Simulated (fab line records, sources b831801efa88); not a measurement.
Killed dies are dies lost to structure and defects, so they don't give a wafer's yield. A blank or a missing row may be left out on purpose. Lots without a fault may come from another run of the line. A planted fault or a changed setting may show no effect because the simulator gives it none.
One fault seen from 2 desks | flow sky130 | each desk has only its own numbers; what lay behind them comes last

THE METROLOGY DESK
What the gauges read, lot by lot, whatever tool the lot ran on: means of the sampled wafers that have a number. A lot is out of limits, marked OUT, if its mean lies more than 4 standard deviations from the usual mean; the brackets give that distance.
Columns: A = VIA2_W_RS at SKY_VIA2_RS_MEAS_22, usual 0.2747 ohm/sq; B = VIA4_W_THK at SKY_VIA4_THK_MEAS_20, usual 489 nm
lot  | first seen here | A      | B
L389 | day 36 11:33    | 0.2787 | 491
L388 | day 36 11:46    | 0.2747 | 488
L390 | day 36 20:16    | 0.2736 | 484
L396 | day 38 14:05    | 0.2739 | 485
L397 | day 39 03:52    | 0.2743 | 497
L399 | day 39 19:25    | 0.2725 | 480
L401 | day 40 02:14    | 0.2754 | 485
L403 | day 40 23:39    | 0.2726 | 490
L404 | day 42 03:44    | 0.2719 | 496
L407 | day 42 07:12    | 0.2782 | 481
L411 | day 43 08:50    | 0.2756 | 486
This desk's finding: nothing out of limits on any of the 11 lots.

THE TOOL OWNER'S DESK: hdpcvd-02
The tool's own readings at SKY_FIELD_ISO_CVD_24 (deposits SiO2, target thk 595 nm, time 99.2 s): means of the sampled wafers that have a number, for each lot that ran on this tool. A lot is out of limits, marked OUT, if its mean lies more than 4 standard deviations from the usual mean; the brackets give that distance.
Columns: A = susceptor_temp_C at SKY_FIELD_ISO_CVD_24, usual 650.01 C
lot  | first seen here | A
L390 | day 2 17:44     | 650.20
L396 | day 4 00:52     | 649.79
L397 | day 4 05:11     | 650.23
L399 | day 4 16:49     | 649.87
L411 | day 7 12:46     | 649.91
This desk's finding: nothing out of limits on any of the 5 lots.

PUT TOGETHER
The metrology desk saw nothing out of limits.
The tool owner's desk saw nothing out of limits.

WHAT THE SIMULATOR HAD PUT IN
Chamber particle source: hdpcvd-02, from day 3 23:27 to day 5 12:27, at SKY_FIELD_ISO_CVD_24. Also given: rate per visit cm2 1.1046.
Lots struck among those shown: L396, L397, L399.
